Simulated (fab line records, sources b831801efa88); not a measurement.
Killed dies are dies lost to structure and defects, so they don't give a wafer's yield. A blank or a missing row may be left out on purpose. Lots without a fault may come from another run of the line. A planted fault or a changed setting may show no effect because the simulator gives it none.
Which tool did it? | flow gf180mcu | 24 lots, 72 wafers sampled, at 6 steps of a route of 602

WHAT THE GAUGES READ, wafer by wafer
GF_M3_THK_MEAS_06: measures by xrf. Usual: M3_ALCU_THK 439 nm, standard deviation 5.7.
lot  | measured     | on            | M3_ALCU_THK (nm) | flag
L074 | day 20 12:20 | film_metro-03 | 439 438 439      |
L075 | day 20 21:43 | film_metro-01 | 435 441 445      |
L076 | day 21 12:34 | film_metro-04 | 445 440 427      |
L077 | day 21 22:02 | film_metro-03 | 434 434 436      |
L078 | day 22 02:04 | film_metro-01 | 445 433 447      |
L079 | day 22 22:28 | film_metro-03 | 434 442 438      |
L080 | day 23 00:37 | film_metro-03 | 442 446 438      |
L081 | day 23 06:34 | film_metro-04 | 440 436 439      |
L082 | day 23 10:25 | film_metro-04 | 438 425 425      |
L083 | day 24 01:24 | film_metro-04 | 446 445 446      |
L084 | day 24 06:41 | film_metro-04 | 434 438 444      |
L085 | day 24 14:47 | film_metro-04 | 447 443 446      |
L086 | day 24 18:02 | film_metro-03 | 438 446 439      |
L087 | day 25 02:02 | film_metro-03 | 437 437 429      |
L088 | day 25 11:51 | film_metro-03 | 440 433 433      |
L089 | day 25 20:18 | film_metro-04 | 443 443 445      |
L090 | day 26 04:00 | film_metro-04 | 438 445 448      |
L091 | day 26 11:38 | film_metro-04 | 441 442 443      |
L092 | day 26 20:39 | film_metro-04 | 442 442 444      |
L093 | day 27 02:49 | film_metro-01 | 432 439 446      |
L094 | day 27 08:53 | film_metro-03 | 437 432 434      |
L095 | day 27 15:20 | film_metro-04 | 443 436 443      |
L096 | day 27 23:19 | film_metro-04 | 430 441 441      |
L097 | day 28 06:22 | film_metro-04 | 434 436 439      |

GF_M4_OVL_MEAS_15. Usual: M4_OVL 3 nm, standard deviation 5.2.
lot  | measured     | on         | M4_OVL (nm) | flag
L074 | day 23 14:05 | overlay-02 | 10 4 7      |
L075 | day 23 21:52 | overlay-02 | 1 3 -4      |
L076 | day 24 12:38 | overlay-01 | 4 7 7       |
L077 | day 24 21:33 | overlay-02 | 2 -1 6      |
L078 | day 25 00:31 | overlay-02 | 5 0 6       |
L079 | day 25 19:31 | overlay-01 | 8 10 0      |
L080 | day 25 22:43 | overlay-02 | 2 -1 -4     |
L081 | day 26 04:43 | overlay-02 | -3 1 3      |
L082 | day 26 05:52 | overlay-01 | 10 11 8     |
L083 | day 26 21:04 | overlay-01 | 6 9 4       |
L084 | day 27 03:02 | overlay-02 | 8 7 7       |
L085 | day 27 08:31 | overlay-02 | 7 10 4      |
L086 | day 27 11:19 | overlay-02 | -1 1 2      |
L087 | day 27 18:17 | overlay-01 | 6 -3 2      |
L088 | day 28 03:53 | overlay-01 | 2 8 9       |
L089 | day 28 13:34 | overlay-02 | 2 8 -4      |
L090 | day 28 19:08 | overlay-01 | 1 4 2       |
L091 | day 29 02:11 | overlay-01 | -2 1 13     |
L092 | day 29 11:36 | overlay-02 | 13 12 4     |
L093 | day 29 17:20 | overlay-02 | 5 4 2       |
L094 | day 29 20:56 | overlay-02 | 6 3 5       |
L095 | day 30 03:32 | overlay-02 | -1 6 5      |
L096 | day 30 10:34 | overlay-02 | -8 4 -4     |
L097 | day 30 16:45 | overlay-02 | -6 -4 -1    |

GF_V4_CD_MEAS_14: target cd 260 nm. Usual: cd_nm 259.9 nm, standard deviation 1.2.
lot  | measured     | on        | cd_nm (nm)        | flag
L074 | day 24 13:43 | cd_sem-02 | 258.7 261.5 259.9 |
L075 | day 24 22:35 | cd_sem-02 | 262.0 262.3 263.1 |
L076 | day 25 11:07 | cd_sem-02 | 260.4 258.5 260.8 |
L077 | day 25 20:51 | cd_sem-01 | 261.0 260.4 261.2 |
L078 | day 25 22:59 | cd_sem-01 | 260.2 261.0 262.8 |
L079 | day 26 17:47 | cd_sem-02 | 261.7 260.1 261.5 |
L080 | day 26 21:18 | cd_sem-01 | 258.9 260.2 258.4 |
L081 | day 27 02:33 | cd_sem-02 | 260.9 261.2 260.4 |
L082 | day 27 04:02 | cd_sem-02 | 259.8 259.3 259.5 |
L083 | day 27 18:39 | cd_sem-01 | 259.4 260.6 260.8 |
L084 | day 28 00:08 | cd_sem-01 | 258.2 258.9 259.7 |
L085 | day 28 05:34 | cd_sem-02 | 258.8 258.0 258.9 |
L086 | day 28 08:41 | cd_sem-01 | 258.5 258.9 259.9 |
L087 | day 28 15:04 | cd_sem-02 | 257.6 257.9 258.1 |
L088 | day 29 00:31 | cd_sem-02 | 261.1 260.7 260.2 |
L089 | day 29 10:16 | cd_sem-01 | 259.2 260.4 260.3 |
L090 | day 29 15:27 | cd_sem-01 | 262.9 259.9 260.6 |
L091 | day 29 22:53 | cd_sem-02 | 261.2 260.5 261.7 |
L092 | day 30 07:56 | cd_sem-01 | 257.8 258.2 258.2 |
L093 | day 30 13:57 | cd_sem-02 | 258.6 258.4 258.3 |
L094 | day 30 17:40 | cd_sem-02 | 259.7 259.6 259.7 |
L095 | day 30 23:11 | cd_sem-02 | 260.1 259.9 258.8 |
L096 | day 31 05:58 | cd_sem-02 | 261.8 261.0 261.4 |
L097 | day 31 11:36 | cd_sem-02 | 259.0 259.5 258.7 |

WHICH TOOL RAN EACH LOT (tool, then ch and the chambers of the sampled wafers, then the start)
lot  | GF_M1_SPUTTER_03             | GF_V3_STRIP_18                       | GF_M4_SPUTTER_03
L074 | pvd_sputter-04, day 16 07:04 | plasma_asher-03 ch 0,1, day 22 13:32 | pvd_sputter-03, day 22 14:57
L075 | pvd_sputter-03, day 16 17:13 | plasma_asher-02 ch 0,1, day 22 22:27 | pvd_sputter-03, day 22 23:50
L076 | pvd_sputter-01, day 17 05:19 | plasma_asher-02 ch 0,1, day 23 13:09 | pvd_sputter-03, day 23 14:32
L077 | pvd_sputter-03, day 17 14:15 | plasma_asher-01 ch 0,1, day 23 21:40 | pvd_sputter-02, day 23 23:10
L078 | pvd_sputter-04, day 17 19:19 | plasma_asher-01 ch 0,1, day 24 00:55 | pvd_sputter-02, day 24 02:16
L079 | pvd_sputter-04, day 18 11:55 | plasma_asher-02 ch 0,1, day 24 20:31 | pvd_sputter-04, day 24 22:10
L080 | pvd_sputter-03, day 18 17:14 | plasma_asher-01 ch 0,1, day 24 23:58 | pvd_sputter-04, day 25 01:32
L081 | pvd_sputter-01, day 18 23:55 | plasma_asher-02 ch 0,1, day 25 06:09 | pvd_sputter-02, day 25 07:32
L082 | pvd_sputter-03, day 19 04:57 | plasma_asher-01 ch 0,1, day 25 07:08 | pvd_sputter-02, day 25 08:29
L083 | pvd_sputter-01, day 19 20:46 | plasma_asher-02 ch 1, day 25 22:16   | pvd_sputter-04, day 25 23:40
L084 | pvd_sputter-04, day 20 01:07 | plasma_asher-01 ch 0,1, day 26 04:31 | pvd_sputter-03, day 26 05:59
L085 | pvd_sputter-01, day 20 10:46 | plasma_asher-03 ch 0,1, day 26 10:16 | pvd_sputter-02, day 26 11:37
L086 | pvd_sputter-01, day 20 16:16 | plasma_asher-01 ch 0, day 26 14:00   | pvd_sputter-03, day 26 15:25
L087 | pvd_sputter-04, day 21 01:01 | plasma_asher-01 ch 0,1, day 26 21:19 | pvd_sputter-04, day 26 22:45
L088 | pvd_sputter-03, day 21 10:34 | plasma_asher-02 ch 0,1, day 27 07:12 | pvd_sputter-02, day 27 08:35
L089 | pvd_sputter-04, day 21 20:11 | plasma_asher-02 ch 0, day 27 15:03   | pvd_sputter-03, day 27 16:28
L090 | pvd_sputter-01, day 22 04:24 | plasma_asher-01 ch 0,1, day 27 22:08 | pvd_sputter-02, day 27 23:34
L091 | pvd_sputter-03, day 22 14:09 | plasma_asher-02 ch 0,1, day 28 05:06 | pvd_sputter-04, day 28 06:31
L092 | pvd_sputter-03, day 22 22:01 | plasma_asher-02 ch 0,1, day 28 14:35 | pvd_sputter-04, day 28 15:56
L093 | pvd_sputter-01, day 23 05:46 | plasma_asher-03 ch 0,1, day 28 20:07 | pvd_sputter-03, day 28 21:32
L094 | pvd_sputter-01, day 23 11:56 | plasma_asher-03 ch 1, day 29 00:54   | pvd_sputter-03, day 29 02:18
L095 | pvd_sputter-04, day 23 19:09 | plasma_asher-01 ch 0,1, day 29 07:53 | pvd_sputter-04, day 29 09:19
L096 | pvd_sputter-03, day 24 03:35 | plasma_asher-03 ch 0,1, day 29 14:43 | pvd_sputter-02, day 29 16:05
L097 | pvd_sputter-03, day 24 13:52 | plasma_asher-02 ch 0,1, day 29 20:51 | pvd_sputter-04, day 29 22:13
- GF_M1_SPUTTER_03: material Ti, target thk 10 nm, time 6.7 s.
- GF_V3_STRIP_18: strips in O2/N2.
- GF_M4_SPUTTER_03: material Ti, target thk 10 nm, time 6.7 s.

WHAT THE TOOLS THEMSELVES READ (means of the sampled wafers that have a number; where no wafer has one, the mark that the record gives instead)
GF_M1_SPUTTER_03. Usual: throttle_valve_pct 29.8 %, standard deviation 0.47.
lot  | tool           | throttle_valve_pct (%) | flag
L074 | pvd_sputter-04 | 29.7                   |
L075 | pvd_sputter-03 | 29.9                   |
L076 | pvd_sputter-01 | 29.6                   |
L077 | pvd_sputter-03 | 29.7                   |
L078 | pvd_sputter-04 | 29.2                   |
L079 | pvd_sputter-04 | 29.6                   |
L080 | pvd_sputter-03 | 30.1                   |
L081 | pvd_sputter-01 | 29.9                   |
L082 | pvd_sputter-03 | 29.4                   |
L083 | pvd_sputter-01 | 29.8                   |
L084 | pvd_sputter-04 | 29.7                   |
L085 | pvd_sputter-01 | 29.7                   |
L086 | pvd_sputter-01 | 30.1                   |
L087 | pvd_sputter-04 | 29.7                   |
L088 | pvd_sputter-03 | 30.1                   |
L089 | pvd_sputter-04 | 29.6                   |
L090 | pvd_sputter-01 | 30.0                   |
L091 | pvd_sputter-03 | 29.6                   |
L092 | pvd_sputter-03 | 29.7                   |
L093 | pvd_sputter-01 | 29.9                   |
L094 | pvd_sputter-01 | 29.9                   |
L095 | pvd_sputter-04 | 30.3                   |
L096 | pvd_sputter-03 | 30.1                   |
L097 | pvd_sputter-03 | 29.6                   |

GF_V3_STRIP_18. Usual: drypump_motor_current_A 5.9 A, standard deviation 0.4; heater_power_w 308 W, standard deviation 15; oes_product_au 0.593 a.u., standard deviation 0.0051.
lot  | tool            | drypump_motor_current_A (A) | heater_power_w (W) | oes_product_au (a.u.) | flag
L074 | plasma_asher-03 | 6.3                         | 302                | 0.595                 |
L075 | plasma_asher-02 | 5.6                         | 292                | 0.591                 |
L076 | plasma_asher-02 | 5.5                         | 308                | 0.592                 |
L077 | plasma_asher-01 | 5.8                         | 315                | 0.596                 |
L078 | plasma_asher-01 | 5.8                         | 320                | 0.593                 |
L079 | plasma_asher-02 | 5.5                         | 306                | 0.597                 |
L080 | plasma_asher-01 | 6.1                         | 319                | 0.589                 |
L081 | plasma_asher-02 | 5.6                         | 297                | 0.591                 |
L082 | plasma_asher-01 | 5.8                         | 318                | 0.596                 |
L083 | plasma_asher-02 | 5.3                         | 322                | 0.597                 |
L084 | plasma_asher-01 | 5.8                         | 316                | 0.588                 |
L085 | plasma_asher-03 | 6.3                         | 306                | 0.592                 |
L086 | plasma_asher-01 | 6.3                         | 320                | 0.597                 |
L087 | plasma_asher-01 | 6.1                         | 319                | 0.590                 |
L088 | plasma_asher-02 | 5.6                         | 291                | 0.599                 |
L089 | plasma_asher-02 | 5.7                         | 282                | 0.597                 |
L090 | plasma_asher-01 | 5.8                         | 315                | 0.594                 |
L091 | plasma_asher-02 | 5.5                         | 306                | 0.590                 |
L092 | plasma_asher-02 | 5.6                         | 298                | 0.590                 |
L093 | plasma_asher-03 | 6.4                         | 305                | 0.592                 |
L094 | plasma_asher-03 | 6.1                         | 303                | 0.592                 |
L095 | plasma_asher-01 | 5.8                         | 321                | 0.591                 |
L096 | plasma_asher-03 | 6.5                         | 303                | 0.597                 |
L097 | plasma_asher-02 | 5.6                         | 294                | 0.588                 |

GF_M4_SPUTTER_03. Usual: throttle_valve_pct 30.0 %, standard deviation 0.74.
lot  | tool           | throttle_valve_pct (%) | flag
L074 | pvd_sputter-03 | 30.4                   |
L075 | pvd_sputter-03 | 30.0                   |
L076 | pvd_sputter-03 | 29.9                   |
L077 | pvd_sputter-02 | 30.9                   |
L078 | pvd_sputter-02 | 31.2                   |
L079 | pvd_sputter-04 | 29.8                   |
L080 | pvd_sputter-04 | 29.8                   |
L081 | pvd_sputter-02 | 30.2                   |
L082 | pvd_sputter-02 | 29.9                   |
L083 | pvd_sputter-04 | 29.6                   |
L084 | pvd_sputter-03 | 30.4                   |
L085 | pvd_sputter-02 | 29.9                   |
L086 | pvd_sputter-03 | 30.1                   |
L087 | pvd_sputter-04 | 29.6                   |
L088 | pvd_sputter-02 | 31.1                   |
L089 | pvd_sputter-03 | 30.2                   |
L090 | pvd_sputter-02 | 29.8                   |
L091 | pvd_sputter-04 | 29.6                   |
L092 | pvd_sputter-04 | 29.6                   |
L093 | pvd_sputter-03 | 29.9                   |
L094 | pvd_sputter-03 | 30.0                   |
L095 | pvd_sputter-04 | 30.1                   |
L096 | pvd_sputter-02 | 30.2                   |
L097 | pvd_sputter-04 | 29.6                   |

THE ANSWER, worked out from the rows above alone
Rule: a lot is off if the mean of its wafers that have a number lies more than 3 standard deviations from the usual mean. A lot without any number at a reading at which 4 lots or more have one is off too. The other lots that the step has rows for count as sound. The gauges are gone through in route order, then the tools' own readings, and for those a lot's mean is taken as printed above. The first step at which some lot is off is used, and at that step the reading that is off furthest; a lot without a number counts as furthest.
No lot is off at any reading shown: from this, nothing can be told.

WHAT THE SIMULATOR HAD PUT IN
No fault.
